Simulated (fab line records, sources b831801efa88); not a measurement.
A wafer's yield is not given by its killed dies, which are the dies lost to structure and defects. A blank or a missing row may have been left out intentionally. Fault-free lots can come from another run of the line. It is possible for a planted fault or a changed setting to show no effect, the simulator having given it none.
Matching of chambers + flow gf180mcu + GF_V3_CMP_04 on cmp-01 has 4 sister chambers
The step polishes SiO2. 14 wafers are shown with their chamber, then 7 later ones without.

WAFERS PAIRED WITH THEIR CHAMBERS
| wafer  | chamber | motor-current-A (A) | time-to-endpoint-s (s) | platen-rpm (rpm) |
|--------|---------|---------------------|------------------------|------------------|
| L612.1 | 3       | 11.8                | 82                     | 60.04            |
| L612.3 | 2       | 11.8                | 75                     | 59.97            |
| L612.6 | 0       | 13.5                | 78                     | 59.94            |
| L616.2 | 1       | 12.1                | 80                     | 60.04            |
| L616.3 | 2       | 10.8                | 80                     | 60.01            |
| L616.6 | 1       | 11.8                | 87                     | 60.01            |
| L614.1 | 1       | 12.2                | 91                     | 60.01            |
| L614.2 | 2       | 11.1                | 78                     | 60.01            |
| L614.6 | 2       | 11.1                | 89                     | 59.96            |
| L617.2 | 1       | 12.1                | 88                     | 59.94            |
| L617.3 | 2       | 10.9                | 81                     | 59.96            |
| L617.6 | 0       | 12.5                | 86                     | 59.99            |
| L621.1 | 3       | 11.1                | 85                     | 59.94            |
| L621.2 | 2       | 11.2                | 84                     | 60.02            |

SIGNATURES, as means of the wafers listed above
| reading            | chamber 0 | chamber 1 | chamber 2 | chamber 3 | scatter within a chamber |
|--------------------|-----------|-----------|-----------|-----------|--------------------------|
| motor-current-A    | 13.000    | 12.050    | 11.150    | 11.450    | 0.381                    |
| time-to-endpoint-s | 82.00     | 86.50     | 81.17     | 83.50     | 4.69                     |
| platen-rpm         | 59.9650   | 60.0000   | 59.9883   | 59.9900   | 0.0394                   |
Rule: for each reading, subtract the chamber's mean from the wafer's reading, divide by that reading's scatter and square the result; add these up over the readings and take the root, which gives the wafer's distance from the chamber. The wafer belongs to the nearest chamber; if the next one is less than 2 further off, it can't be placed. How the scatter is found: for the shown wafers, subtract from each reading the mean of its chamber, square and add these, divide the total by (wafers less chambers), then take the root.

WAFERS MISSING THEIR CHAMBER
| wafer  | motor-current-A (A) | time-to-endpoint-s (s) | platen-rpm (rpm) |
|--------|---------------------|------------------------|------------------|
| L621.4 | 12.6                | 96                     | 60.02            |
| L622.2 | 11.3                | 81                     | 60.02            |
| L622.3 | 10.8                | 79                     | 60.03            |
| L622.4 | 11.9                | 91                     | 59.96            |
| L626.1 | 12.8                | 92                     | 60.01            |
| L626.4 | 11.2                | 83                     | 59.94            |
| L626.6 | 12.6                | 93                     | 60.01            |

EACH ONE'S CHAMBER
| wafer  | from the rows above          | in truth |
|--------|------------------------------|----------|
| L621.4 | can't be placed: 1 or 0 or 3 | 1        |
| L622.2 | can't be placed: 2 or 3 or 1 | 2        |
| L622.3 | can't be placed: 2 or 3      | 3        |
| L622.4 | can't be placed: 1 or 3 or 2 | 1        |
| L626.1 | can't be placed: 1 or 0 or 3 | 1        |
| L626.4 | can't be placed: 2 or 3 or 1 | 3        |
| L626.6 | can't be placed: 1 or 0 or 3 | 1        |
Correctly placed: 0 of 7. Can't be placed from these rows: 7 (the true chamber is among the candidates in 7). 0 placed wrongly.
